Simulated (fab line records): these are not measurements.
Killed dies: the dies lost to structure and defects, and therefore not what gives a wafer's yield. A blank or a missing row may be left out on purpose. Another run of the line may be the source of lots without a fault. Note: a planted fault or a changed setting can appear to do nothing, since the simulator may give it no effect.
Comparing a struck lot with a sound one || flow sfq-line || 13 steps out of a route of 325
Sound: wafers L744.4, L744.5, L744.6. Struck: wafer L753.4 (L753.3, L753.6, from the same lot, were not struck and are left out); the cause is given at the end.
Per side, at each step with rows, come the tool, then ch with its chambers, and then its first start. Under that, the readings that differ: sound wafers || struck wafers || difference of the means || sigmas: that difference in standard deviations of wafers without a fault.
alike: readings with means less than 2 such deviations apart, plus words and numbers identical on both sides. not compared: withheld readings, readings lacking a value on some wafer, bounds such as >300 that could conceal the same value, and numbers that have no deviation in the record and whose values overlap.
Wherever a step has rows on one side only, a row that says differs or no value, or a row with sigmas, the two part there. Non-overlapping numbers with no deviation appear without sigmas and do not part them. A reading missing from all wafers of one side parts the sides only when that side holds two or more wafers.

first, 4 steps without rows for these wafers: SFQ_TRILAYER_M0_LITHO_COAT_026 (resist thk 62 nm); SFQ_TRILAYER_M0_LITHO_COAT_021 (resist thk 600 nm); SFQ_TRILAYER_M0_LITHO_SOFTBAKE_025; SFQ_TRILAYER_M0_LITHO_EXPOSE_022 (exposes mask M0, target cd 500 nm).
SFQ_TRILAYER_M0_LITHO_PEB_024: peb time 62.16 s.
  sound on litho-track-03 ch 0, day 7 23:41; struck on litho-track-03 ch 0, day 11 04:35
  alike: exhaust-pa, plate-sensor-t-centre-C, plate-sensor-t-edge-C
then, 1 step without rows for these wafers: SFQ_TRILAYER_M0_LITHO_DEVELOP_023 (time 60 s).
SFQ_M0_OVL_MEAS_906:
  sound: overlay-02 at day 7 23:55; struck: overlay-01 at day 11 04:50
{"reading": "M0_OVL (nm)", "sound": "0 7 -2", "struck": -11, "difference": -13, "sigmas": -2}
SFQ_TRILAYER_M0_BARC_OPEN_METAL_ETCH_031: etches BARC in O2, target depth 125 nm, time 41.7 s.
  sound on rie-metal-01 ch 1, day 8 00:00; struck on rie-metal-04 ch 1, day 11 04:53
  alike: drypump-motor-current-A, oes-product-au
  not compared: rf-hours-counter-h
SFQ_TRILAYER_M0_ETCH_METAL_ETCH_024: etches Nb in Cl2/Ar, stops on SiO2, target depth 240 nm, time 120 s.
  sound on rie-metal-01 ch 1, day 8 00:11; struck on rie-metal-04 ch 1, day 11 04:58
{"reading": "drypump-motor-current-A (A)", "sound": "5.8 5.8 5.9", "struck": 4.9, "difference": -0.9, "sigmas": -2}
  alike: oes-product-au
  not compared: rf-hours-counter-h
SFQ_TRILAYER_M0_STRIP_STRIP_025: strips in O2.
  sound on rie-metal-01 ch 1, day 8 00:55; struck on rie-metal-04 ch 1, day 11 05:15
{"reading": "oes-product-au (a.u.)", "sound": "1.009 0.999 1.002", "struck": 0.988, "difference": -0.015, "sigmas": -2}
  alike: drypump-motor-current-A
  not compared: rf-hours-counter-h
then, 1 step without rows for these wafers: SFQ_TRILAYER_M0_STRIP_SOLV_CLEAN_026 (cleans in NMP, time 600 s).
SFQ_TRILAYER_I0_DEP_PECVD_027: deposits SiO2 from SiH4/N2O, time 111.11 s, target thk 500 nm.
  sound on pecvd-04 ch 0,1,2, day 8 01:43; struck on pecvd-02 ch 1, day 11 05:50
{"reading": "rf-fwd-power-W (W)", "sound": "182.8 183.2 183.1", "struck": 211.6, "difference": "+28.6", "sigmas": "+47"}
{"reading": "model.SiO2_of_TRILAYER_I0_DEP_PECVD_027.thk-nm (nm)", "sound": "500.7 514 509", "struck": 528, "difference": "+20", "sigmas": ""}
  alike: chamber-pressure-Torr, heater-power-w, throttle-valve-pct
SFQ_TRILAYER_I0_CMP_CMP_028: polishes SiO2.
  sound on cmp-02 ch 0,1,2, day 8 03:16; struck on cmp-02 ch 3, day 11 07:18
{"reading": "slurry-flow-ml-min", "sound": "150.0 149.6 149.4", "struck": 150.7, "difference": "+1.0", "sigmas": "+2"}
  alike: motor-current-A, retaining-ring-pressure-frac, time-to-endpoint-s

WHERE THEY PART
Earliest at SFQ_M0_OVL_MEAS_906; latest, in this record, at SFQ_TRILAYER_I0_CMP_CMP_028.

WHY: what the simulator had put in
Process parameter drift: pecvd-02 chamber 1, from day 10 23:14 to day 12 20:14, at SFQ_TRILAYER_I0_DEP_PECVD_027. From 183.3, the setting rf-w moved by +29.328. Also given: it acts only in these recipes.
